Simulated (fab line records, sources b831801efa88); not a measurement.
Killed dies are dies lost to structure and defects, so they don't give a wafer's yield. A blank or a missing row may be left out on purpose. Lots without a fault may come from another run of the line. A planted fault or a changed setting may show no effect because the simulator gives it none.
Which tool did it? | flow sky130 | 12 lots, 36 wafers sampled, at 4 steps of a route of 708

WHAT THE GAUGES READ, wafer by wafer
SKY_FIELD_ISO_THK_MEAS_23. Usual: FIELD_ISO_OXIDATION_01_THK 10.18 nm, standard deviation 0.18.
lot  | measured    | on            | FIELD_ISO_OXIDATION_01_THK (nm) | flag
L407 | day 2 08:54 | film_metro-01 | 10.15 10.27 10.26               |
L409 | day 2 18:29 | film_metro-01 | 10.04 10.05 10.28               |
L412 | day 3 08:14 | film_metro-01 | 10.06 10.11 10.18               |
L413 | day 3 15:18 | film_metro-03 | 9.89 9.81 10.00                 |
L414 | day 3 18:07 | film_metro-01 | 10.25 10.25 10.27               |
L415 | day 4 00:34 | film_metro-01 | 10.06 10.13 10.16               |
L417 | day 4 11:08 | film_metro-04 | 10.25 10.29 10.19               |
L422 | day 5 15:02 | film_metro-03 | 9.89 9.96 9.81                  |
L424 | day 6 01:14 | film_metro-01 | 10.25 10.31 10.22               |
L425 | day 6 05:19 | film_metro-03 | 10.01 10.07 10.04               |
L426 | day 6 10:58 | film_metro-01 | 10.18 10.24 10.18               |
L430 | day 7 06:33 | film_metro-03 | 10.05 10.16 10.10               |

SKY_VT_ADJUST_HVTP_TW_MEAS_11. Usual: VT_ADJUST_HVTP_TW 1364, standard deviation 10.
lot  | measured     | on            | VT_ADJUST_HVTP_TW | flag
L407 | day 6 04:00  | film_metro-02 | 1347 1350 1352    |
L409 | day 6 13:28  | film_metro-04 | 1364 1359 1362    |
L412 | day 7 09:19  | film_metro-03 | 1373 1379 1384    |
L413 | day 7 17:43  | film_metro-03 | 1374 1373 1370    |
L414 | day 7 21:59  | film_metro-03 | 1375 1382 1378    |
L415 | day 8 02:48  | film_metro-04 | 1361 1355 1361    |
L417 | day 8 18:13  | film_metro-02 | 1356 1353 1351    |
L422 | day 10 04:36 | film_metro-03 | 989 987 989       | OFF
L424 | day 10 17:15 | film_metro-03 | 993 988 987       | OFF
L425 | day 10 19:28 | film_metro-02 | 1347 1357 1354    |
L426 | day 11 04:20 | film_metro-04 | 1370 1365 1358    |
L430 | day 12 03:46 | film_metro-03 | 1366 1362 1351    |

SKY_VT_ADJUST_LVTN_TW_MEAS_21. Usual: VT_ADJUST_LVTN_2_TW 189.4, standard deviation 1.3.
lot  | measured     | on            | VT_ADJUST_LVTN_2_TW | flag
L407 | day 7 19:06  | film_metro-03 | 189.9 190.7 190.9   |
L409 | day 8 06:11  | film_metro-01 | 190.2 188.7 189.7   |
L412 | day 9 02:46  | film_metro-03 | 189.6 190.5 191.1   |
L413 | day 9 11:48  | film_metro-03 | 191.6 190.7 191.3   |
L414 | day 9 16:04  | film_metro-01 | 191.1 190.8 190.3   |
L415 | day 9 20:56  | film_metro-03 | 191.8 191.4 190.1   |
L417 | day 10 14:07 | film_metro-02 | 187.2 187.8 187.4   |
L422 | day 12 04:15 | film_metro-02 | 189.3 188.7 188.0   |
L424 | day 12 17:47 | film_metro-02 | 188.9 187.4 188.3   |
L425 | day 12 20:09 | film_metro-02 | 188.7 187.3 188.3   |
L426 | day 13 05:46 | film_metro-02 | 187.4 187.7 187.9   |
L430 | day 14 06:21 | film_metro-03 | 190.1 189.9 190.6   |

WHICH TOOL RAN EACH LOT (tool, then ch and the chambers of the sampled wafers, then the start)
lot  | SKY_VT_ADJUST_HVTP_IMPLANT_09
L407 | implanter-02 ch 0, day 6 03:45
L409 | implanter-02 ch 0, day 6 13:13
L412 | implanter-02 ch 0, day 7 09:05
L413 | implanter-02 ch 0, day 7 17:28
L414 | implanter-01 ch 0, day 7 21:46
L415 | implanter-04 ch 0, day 8 02:33
L417 | implanter-01 ch 0, day 8 17:59
L422 | implanter-02 ch 0, day 10 04:21
L424 | implanter-02 ch 0, day 10 17:00
L425 | implanter-04 ch 0, day 10 19:15
L426 | implanter-01 ch 0, day 11 04:05
L430 | implanter-04 ch 0, day 12 03:31
- SKY_VT_ADJUST_HVTP_IMPLANT_09

WHAT THE TOOLS THEMSELVES READ (means of the sampled wafers that have a number; where no wafer has one, the mark that the record gives instead)
SKY_VT_ADJUST_HVTP_IMPLANT_09. Usual: dose_ions_cm2 4.3e+12, standard deviation 4.9e+09; faraday_current_uA 24.3, standard deviation 0.52.
lot  | tool         | dose_ions_cm2 | faraday_current_uA | flag
L407 | implanter-02 | 4.3e+12       | 24.8               |
L409 | implanter-02 | 4.3e+12       | 24.4               |
L412 | implanter-02 | 4.3e+12       | 24.1               |
L413 | implanter-02 | 4.3e+12       | 24.7               |
L414 | implanter-01 | 4.3e+12       | 24.1               |
L415 | implanter-04 | 4.3e+12       | 24.5               |
L417 | implanter-01 | 4.3e+12       | 24.9               |
L422 | implanter-02 | 1.6e+12       | 8.7                | OFF
L424 | implanter-02 | 1.6e+12       | 8.9                | OFF
L425 | implanter-04 | 4.3e+12       | 24.8               |
L426 | implanter-01 | 4.3e+12       | 24.1               |
L430 | implanter-04 | 4.3e+12       | 23.9               |

THE ANSWER, worked out from the rows above alone
Rule: a lot is off if the mean of its wafers that have a number lies more than 3 standard deviations from the usual mean. A lot without any number at a reading at which 4 lots or more have one is off too. The other lots that the step has rows for count as sound. The gauges are gone through in route order, then the tools' own readings, and for those a lot's mean is taken as printed above. The first step at which some lot is off is used, and at that step the reading that is off furthest; a lot without a number counts as furthest.
Off: L422, L424, at SKY_VT_ADJUST_HVTP_TW_MEAS_11 (VT_ADJUST_HVTP_TW).
A tool fits if, at a process step before that reading, it ran every lot that is off, and no sound lot after the first of them. The gauges at SKY_VT_ADJUST_HVTP_TW_MEAS_11 aren't tried: what is off there is off at SKY_VT_ADJUST_HVTP_IMPLANT_09 too, on other tools, and a gauge's error can't cause that. One fits: implanter-02 at SKY_VT_ADJUST_HVTP_IMPLANT_09. Its last sound lot is L413 (day 7 17:28), its first lot that is off L422 (day 10 04:21): a fault that began between those two fits.
The tool's own readings at SKY_VT_ADJUST_HVTP_IMPLANT_09 bear it out: on the lots that are off they differ by more than 5 times the standard deviation of the sound lots' means. dose_ions_cm2 reads 1.6e+12 there against 4.3e+12 on the sound lots; faraday_current_uA reads 8.8 there against 24.4 on the sound lots.

WHAT THE SIMULATOR HAD PUT IN
Process parameter drift: implanter-02, from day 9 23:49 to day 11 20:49, at SKY_VT_ADJUST_HVTP_IMPLANT_09. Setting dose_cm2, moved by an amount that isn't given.
Lots struck among those shown: L422, L424. The rule above found the same.
